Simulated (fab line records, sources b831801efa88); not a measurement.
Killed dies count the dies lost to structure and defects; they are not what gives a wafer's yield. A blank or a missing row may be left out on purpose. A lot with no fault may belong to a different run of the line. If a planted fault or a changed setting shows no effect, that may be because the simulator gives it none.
What tool caused it? ; flow gf180mcu ; Sampling: 12 lots, 36 wafers, 2 of 602 route steps

## WHAT THE GAUGES SHOWED, per wafer
GF_TOP_METAL_THK_MEAS_06: measures by xrf.
lot;measured;on;TOP_METAL_ALCU_THK (nm)
L257;day 27 05:31;filmMetro-04;881 890 885
L258;day 27 11:22;filmMetro-04;898 898 876
L260;day 28 05:44;filmMetro-01;876 886 885
L263;day 29 09:07;filmMetro-04;909 903 912
L264;day 29 11:13;filmMetro-03;901 920 901
L267;day 30 09:41;filmMetro-04;897 893 877
L269;day 30 18:46;filmMetro-01;887 895 893
L270;day 31 10:49;filmMetro-01;894 910 915
L275;day 32 15:09;filmMetro-04;910 916 898
L276;day 32 20:34;filmMetro-03;892 908 890
L277;day 33 03:41;filmMetro-01;932 904 920
L278;day 33 07:05;filmMetro-03;898 888 900

## TOOL THAT RAN EACH LOT (tool first, then ch and the chambers of the sampled wafers, then the start)
lot;GF_TOP_METAL_SPUTTER_00
L257;pvdSputter-03, day 27 05:10
L258;pvdSputter-02, day 27 11:01
L260;pvdSputter-03, day 28 05:25
L263;pvdSputter-01, day 29 08:46
L264;pvdSputter-01, day 29 10:52
L267;pvdSputter-01, day 30 09:20
L269;pvdSputter-03, day 30 18:26
L270;pvdSputter-01, day 31 10:27
L275;pvdSputter-01, day 32 14:49
L276;pvdSputter-02, day 32 20:13
L277;pvdSputter-01, day 33 03:20
L278;pvdSputter-03, day 33 06:44
- GF_TOP_METAL_SPUTTER_00: material Ti, target thk 37.5 nm, time 150 s.

## WHAT THE TOOLS THEMSELVES READ (means of the sampled wafers that have a number; where no wafer has one, the mark that the record gives instead)
GF_TOP_METAL_SPUTTER_00.
lot;tool;chamberPressurePa (Pa);throttleValvePct (%)
L257;pvdSputter-03;2.002;29.8
L258;pvdSputter-02;1.996;31.0
L260;pvdSputter-03;2.006;29.5
L263;pvdSputter-01;2.000;30.8
L264;pvdSputter-01;2.004;30.6
L267;pvdSputter-01;1.997;30.3
L269;pvdSputter-03;1.997;30.0
L270;pvdSputter-01;1.998;30.9
L275;pvdSputter-01;1.998;30.8
L276;pvdSputter-02;2.000;31.4
L277;pvdSputter-01;1.999;30.5
L278;pvdSputter-03;2.002;30.0

## THE ANSWER, worked out from the rows above alone
Rule: the lots themselves supply what counts as usual. Put in order of their means at a reading, lots are off if they are a third of the lots or fewer, leave a main group of 4 or more, and stand apart from it by a gap of 3 or more times the standard deviation of the main group's means; of several such gaps the widest counts. Not used: any main group whose means are identical at the precision the tables above print for the reading. Also off: a lot with no number at a reading for which 4 or more lots have one. Where the step has rows for the other lots, those lots are counted as sound. After the gauges, taken in route order, come the tools' own readings; for these a lot's mean is taken, as printed above. At the first step where some lot is off, the reading lying furthest off is the one used; lots without a number count as furthest.
No lot is off at any reading shown: from this, nothing can be told.

## WHAT THE SIMULATOR PUT IN
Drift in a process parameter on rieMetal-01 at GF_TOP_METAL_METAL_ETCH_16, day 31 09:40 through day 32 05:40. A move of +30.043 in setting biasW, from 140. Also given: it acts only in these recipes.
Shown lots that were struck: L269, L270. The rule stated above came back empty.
